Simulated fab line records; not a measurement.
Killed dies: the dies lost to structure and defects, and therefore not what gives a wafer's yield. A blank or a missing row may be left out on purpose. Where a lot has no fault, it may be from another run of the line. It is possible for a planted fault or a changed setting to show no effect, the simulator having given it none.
Which of the tools did it? ; flow sky130 ; Sampling: 11 lots, 33 wafers, 3 of 708 route steps

== WHAT EACH GAUGE READ, for each wafer ==
SKY_LOCAL_INTERCONNECT_CD_MEAS_11 targets a cd of 170 nm.
lot;measured;on;cd_nm (nm)
L819;day 31 17:31;cd_sem-01;171.6 172.5 172.8
L823;day 32 19:56;cd_sem-01;171.3 171.7 172.5
L824;day 32 20:07;cd_sem-02;169.9 169.0 171.0
L825;day 33 02:42;cd_sem-01;171.4 173.5 170.6
L828;day 33 17:28;cd_sem-02;170.8 170.4 170.9
L831;day 34 16:09;cd_sem-01;170.3 169.7 171.5
L833;day 35 16:20;cd_sem-01;172.1 170.8 172.6
L834;day 35 21:20;cd_sem-01;168.8 170.0 169.0
L835;day 36 13:38;cd_sem-02;170.8 169.2 170.3
L839;day 37 04:53;cd_sem-02;169.4 168.8 167.9
L840;day 37 16:56;cd_sem-01;170.0 169.7 169.8

SKY_CONTACT_CD_MEAS_14 targets a cd of 170 nm.
lot;measured;on;cd_nm (nm)
L819;day 32 21:43;cd_sem-01;168.1 169.6 169.3
L823;day 33 23:28;cd_sem-01;169.6 169.1 168.0
L824;day 34 00:23;cd_sem-01;170.0 168.7 170.5
L825;day 34 06:45;cd_sem-02;169.7 169.6 171.1
L828;day 34 20:58;cd_sem-01;168.8 171.4 169.2
L831;day 35 19:53;cd_sem-01;170.9 170.7 170.8
L833;day 36 20:09;cd_sem-02;169.4 167.6 169.7
L834;day 37 00:23;cd_sem-02;169.4 168.8 169.3
L835;day 37 17:14;cd_sem-01;168.7 170.3 168.4
L839;day 38 06:57;cd_sem-02;171.5 170.6 171.2
L840;day 38 19:26;cd_sem-01;169.3 169.0 168.6

== TOOL THAT RAN EACH LOT (tool first, then ch and the chambers of the sampled wafers, then the start) ==
lot;SKY_LOCAL_INTERCONNECT_METAL_ETCH_14
L819;rie_metal-04 ch 0,1, day 31 17:43
L823;rie_metal-03 ch 0,1, day 32 20:10
L824;rie_metal-01 ch 0,1, day 32 20:19
L825;rie_metal-03 ch 0,1, day 33 02:55
L828;rie_metal-03 ch 0,1, day 33 17:40
L831;rie_metal-03 ch 0,1, day 34 16:22
L833;rie_metal-04 ch 0, day 35 16:38
L834;rie_metal-01 ch 0,1, day 35 21:34
L835;rie_metal-01 ch 0,1, day 36 13:52
L839;rie_metal-01 ch 0,1, day 37 05:07
L840;rie_metal-03 ch 0,1, day 37 17:08
- SKY_LOCAL_INTERCONNECT_METAL_ETCH_14: etches TiN in Cl2/BCl3, stops on PSG, target depth 110 nm, time 31.4 s.

== WHAT THE TOOLS THEMSELVES READ (means of the sampled wafers that have a number; where no wafer has one, the mark that the record gives instead) ==
SKY_LOCAL_INTERCONNECT_METAL_ETCH_14.
lot;tool;drypump_motor_current_A (A);oes_product_au (a.u.);rf_fwd_power_W (W);throttle_valve_pct (%)
L819;rie_metal-04;6.4;0.956;892;21.902
L823;rie_metal-03;5.7;0.923;891;21.917
L824;rie_metal-01;6.3;0.937;888;21.894
L825;rie_metal-03;5.8;0.944;892;21.896
L828;rie_metal-03;5.6;0.948;887;21.898
L831;rie_metal-03;5.8;0.939;888;21.900
L833;rie_metal-04;6.3;0.931;891;21.912
L834;rie_metal-01;6.3;0.936;892;21.903
L835;rie_metal-01;6.1;0.932;893;21.909
L839;rie_metal-01;6.3;0.939;890;21.898
L840;rie_metal-03;5.7;0.947;888;21.896

== THE ANSWER, worked out from the rows above alone ==
Rule: the usual values come from the lots themselves. Put in order of their means at a reading, lots are off if they are a third of the lots or fewer, leave a main group of 4 or more, and stand apart from it by a gap of 3 or more times the standard deviation of the main group's means; of several such gaps the widest counts. A main group is skipped when, at the precision printed for the reading in the tables above, its means are all equal. A lot without any number at a reading at which 4 lots or more have one is off too. All remaining lots with rows at the step are treated as sound. First the gauges in route order, then the tools' own readings, where a lot's mean is used as printed above. The first step at which some lot is off is used, and at that step the reading that is off furthest; a lot without a number counts as furthest.
None of the lots is off at any reading shown; this tells nothing.

== WHAT HAD BEEN PUT IN BY THE SIMULATOR ==
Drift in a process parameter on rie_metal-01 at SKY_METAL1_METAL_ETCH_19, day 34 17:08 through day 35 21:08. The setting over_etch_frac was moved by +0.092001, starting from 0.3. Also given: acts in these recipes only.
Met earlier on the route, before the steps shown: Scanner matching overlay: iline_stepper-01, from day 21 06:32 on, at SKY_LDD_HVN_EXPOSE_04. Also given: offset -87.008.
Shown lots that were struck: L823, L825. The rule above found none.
